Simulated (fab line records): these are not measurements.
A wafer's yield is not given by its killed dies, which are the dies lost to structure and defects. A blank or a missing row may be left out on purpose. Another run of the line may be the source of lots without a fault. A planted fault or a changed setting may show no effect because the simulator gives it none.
Lot-split experiment | flow gf180mcu | 23 wafers read from 5 lots, route of 602 steps

THE SPLIT ITSELF
At GF_CONTACT_CVD_24 (deposits W, target thk 300 nm, time 90.339 s), the setting tempC was moved away from the recipe's 400 C on 11 of the 23 wafers read, by -2.2% to +3.0%. For the rest of the wafers, this setting stayed at what the recipe calls for.

FROM SPLIT TO READING: 1 step shown by the file between the two
- GF_CONTACT_RS_MEAS_25: measures by four-point-probe

THE READING
CONTACT_W_THK, in nm, at GF_CONTACT_THK_MEAS_26 (measures by xrf). Typical for fault-free wafers on this fab line: 302 nm, with standard deviation 3.6 nm.

wafer  | tool, chamber at the split | tempC as run, C | against the recipe | CONTACT_W_THK, nm | against lot-mates on the recipe
L074.2 | cvdW-02, 1                 | 400             | recipe             | 303               | -
L074.4 | cvdW-02, 1                 | 400             | recipe             | 297               | -
L074.6 | cvdW-02, 1                 | 400             | recipe             | 301               | -
L076.1 | cvdW-02, 0                 | 392.2           | -2.0%              | 262               | -38
L076.2 | cvdW-02, 1                 | 400             | recipe             | 300               | -
L076.3 | cvdW-02, 0                 | 400             | recipe             | 297               | -
L076.5 | cvdW-02, 1                 | 400             | recipe             | 302               | -
L076.6 | cvdW-02, 0                 | 392.2           | -2.0%              | 257               | -43
L077.1 | cvdW-01, 1                 | 391             | -2.2%              | 251               | -46
L077.3 | cvdW-01, 0                 | 391             | -2.2%              | 258               | -40
L077.4 | cvdW-01, 1                 | 391             | -2.2%              | 252               | -46
L077.5 | cvdW-01, 0                 | 400             | recipe             | 297               | -
L077.6 | cvdW-01, 1                 | 400             | recipe             | 298               | -
L081.2 | cvdW-02, 1                 | 407.8           | +2.0%              | 351               | +48
L081.3 | cvdW-02, 1                 | 407.8           | +2.0%              | 349               | +46
L081.4 | cvdW-02, 0                 | 400             | recipe             | 304               | -
L081.5 | cvdW-02, 0                 | 407.8           | +2.0%              | 348               | +46
L081.6 | cvdW-02, 1                 | 400             | recipe             | 301               | -
L084.1 | cvdW-02, 1                 | 400             | recipe             | 301               | -
L084.2 | cvdW-02, 0                 | 411.9           | +3.0%              | 371               | +70
L084.3 | cvdW-02, 1                 | 411.9           | +3.0%              | 373               | +72
L084.4 | cvdW-02, 0                 | 400             | recipe             | 300               | -
L084.5 | cvdW-02, 0                 | 411.9           | +3.0%              | 375               | +74

THE FIT
A straight line over all 23 wafers: CONTACT_W_THK changes by +23.1 nm for each +1% of tempC; r = +1.00; the points scatter about the line by 3.4 nm.
The same after taking each lot's own level away (the mean of its wafers on the recipe; 23 wafers): +22.5 nm for each +1%; r = +1.00; scatter 3.5 nm.
That fit puts the effect of the largest move of tempC on the reading at 67 nm.
The span of the lots' own levels, 297.5 to 302.5 nm, comes to 1.4 times the standard deviation stated above.
So the lot-to-lot level changes the slope little: the two slopes agree.
Check: +68.8 nm against its lot-mates is what the line predicts for one of the wafers moved furthest among these (+3.0%) when that wafer is left out of the fit. It came out at +70.5 nm against them.

THESE WAFERS: OTHER SPLITS
Before the reading, these wafers also passed through other splits. Each is held against what the fit with the lots' levels taken away leaves over:
other split on the same wafers    | wafers away from the commonest value | r with CONTACT_W_THK (lot level and that fit taken away)
GF_SAB_CVD_00 timeS               | 8                                    | -0.18
GF_SAB_DEVELOP_08 developTimeS    | 7                                    | +0.04
GF_SALICIDE_SPUTTER_03 timeS      | 9                                    | +0.14
GF_CONTACT_CVD_00 sih4FlowSccm    | 10                                   | +0.18
GF_CONTACT_CMP_04 leaveAboveRefNm | 7                                    | -0.14
GF_CONTACT_ETCH_16 sourceW        | 10                                   | -0.30

THE WHOLE CHAIN: every reading that the file lists as answering this split, in the file's order
step                   | what it does                                                | reading                                                                    | change (the file's fit)              | r (the file's)
GF_CONTACT_CVD_24      | deposits W, target thk 300 nm, time 90.339 s                | W_of_CONTACT_CVD_24.thkNm (the simulator's own value, which no gauge read) | +22.3 nm for each +1% of the setting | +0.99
GF_CONTACT_RS_MEAS_25  | measures by four-point-probe                                | CONTACT_W_RS                                                               | -0.0277 for each +1% of the setting  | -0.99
GF_CONTACT_THK_MEAS_26 | measures by xrf                                             | CONTACT_W_THK                                                              | +22.5 for each +1% of the setting    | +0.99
GF_CONTACT_CMP_27      | polishes, stops on SiO2, t overpolish 15 s, target thk 0 nm | timeToEndpointS                                                            | withheld for each +1% of the setting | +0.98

FILE'S OWN FIT
CONTACT_W_THK changes by +22.5 nm for each +1% of tempC, r = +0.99.
